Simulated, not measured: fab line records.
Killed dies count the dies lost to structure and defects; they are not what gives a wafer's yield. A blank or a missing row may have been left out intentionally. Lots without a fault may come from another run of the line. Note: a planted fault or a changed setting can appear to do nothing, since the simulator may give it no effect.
The tool behind it: which one?    flow sky130    13 lots, 39 wafers sampled, at 2 steps of a route of 708

WHAT EACH GAUGE READ, for each wafer
SKY_SD_N_CD_MEAS_07: the cd target is 380 nm.
lot   measured      on         cd-nm (nm)
L334  day 27 12:50  cd-sem-01  375.6 377.5 374.1
L335  day 28 01:53  cd-sem-02  379.3 382.3 380.0
L336  day 28 12:50  cd-sem-01  380.7 380.2 377.8
L337  day 29 00:02  cd-sem-01  377.1 378.7 377.4
L339  day 29 18:34  cd-sem-01  384.4 385.1 381.3
L340  day 30 06:24  cd-sem-01  379.1 378.8 378.4
L341  day 30 15:23  cd-sem-01  384.7 384.0 383.6
L342  day 30 21:25  cd-sem-02  384.5 384.1 383.4
L345  day 31 15:46  cd-sem-02  376.0 374.1 376.7
L347  day 32 13:22  cd-sem-02  380.9 378.4 380.3
L348  day 32 21:07  cd-sem-01  333.3 335.9 334.5 333.6 335.6 334.9
L351  day 33 20:47  cd-sem-01  379.5 381.2 378.3
L354  day 34 17:11  cd-sem-02  379.9 380.7 378.2

TOOL THAT RAN EACH LOT (tool first, then ch and the chambers of the sampled wafers, then the start)
lot   SKY_SD_N_EXPOSE_04
L334  iline-stepper-02 ch 0, day 26 22:37
L335  iline-stepper-01 ch 0, day 27 11:22
L336  iline-stepper-02 ch 0, day 27 23:07
L337  iline-stepper-02 ch 0, day 28 10:05
L339  iline-stepper-01 ch 0, day 29 05:29
L340  iline-stepper-02 ch 0, day 29 16:17
L341  iline-stepper-02 ch 0, day 30 01:22
L342  iline-stepper-01 ch 0, day 30 07:59
L345  iline-stepper-02 ch 0, day 31 02:31
L347  iline-stepper-02 ch 0, day 31 23:45
L348  iline-stepper-02 ch 0, day 32 07:19
L351  iline-stepper-02 ch 0, day 33 06:58
L354  iline-stepper-01 ch 0, day 34 04:38
- SKY_SD_N_EXPOSE_04: exposes mask NSDM, target cd 380 nm.

WHAT THE TOOLS THEMSELVES READ (means of the sampled wafers that have a number; where no wafer has one, the mark that the record gives instead)
The record holds no such reading with a usual standard deviation.

THE ANSWER, worked out from the rows above alone
Rule: what is usual is taken from the lots themselves. The widest of any qualifying gaps counts: lots, ordered by their means at a reading, are off when they make up no more than a third of the lots, leave a main group of 4 or more, and stand apart from it by 3 or more times the standard deviation of that group's means. A main group whose means are all the same, to the digits that the tables above print for the reading, isn't used. A lot without any number at a reading at which 4 lots or more have one is off too. All remaining lots with rows at the step are treated as sound. After the gauges, taken in route order, come the tools' own readings; for these a lot's mean is taken, as printed above. The first step at which some lot is off is used, and at that step the reading that is off furthest; a lot without a number counts as furthest.
Off: L348, at SKY_SD_N_CD_MEAS_07 (cd-nm). The main group has a mean of 379.9 nm with a standard deviation of 2.7.
A tool fits if, at a process step before that reading, it ran every lot that is off, and no sound lot after the first of them. Gauges at SKY_SD_N_CD_MEAS_07: tried the same way as those tools. Not one of the candidates tried fits.

WHAT THE SIMULATOR PUT IN
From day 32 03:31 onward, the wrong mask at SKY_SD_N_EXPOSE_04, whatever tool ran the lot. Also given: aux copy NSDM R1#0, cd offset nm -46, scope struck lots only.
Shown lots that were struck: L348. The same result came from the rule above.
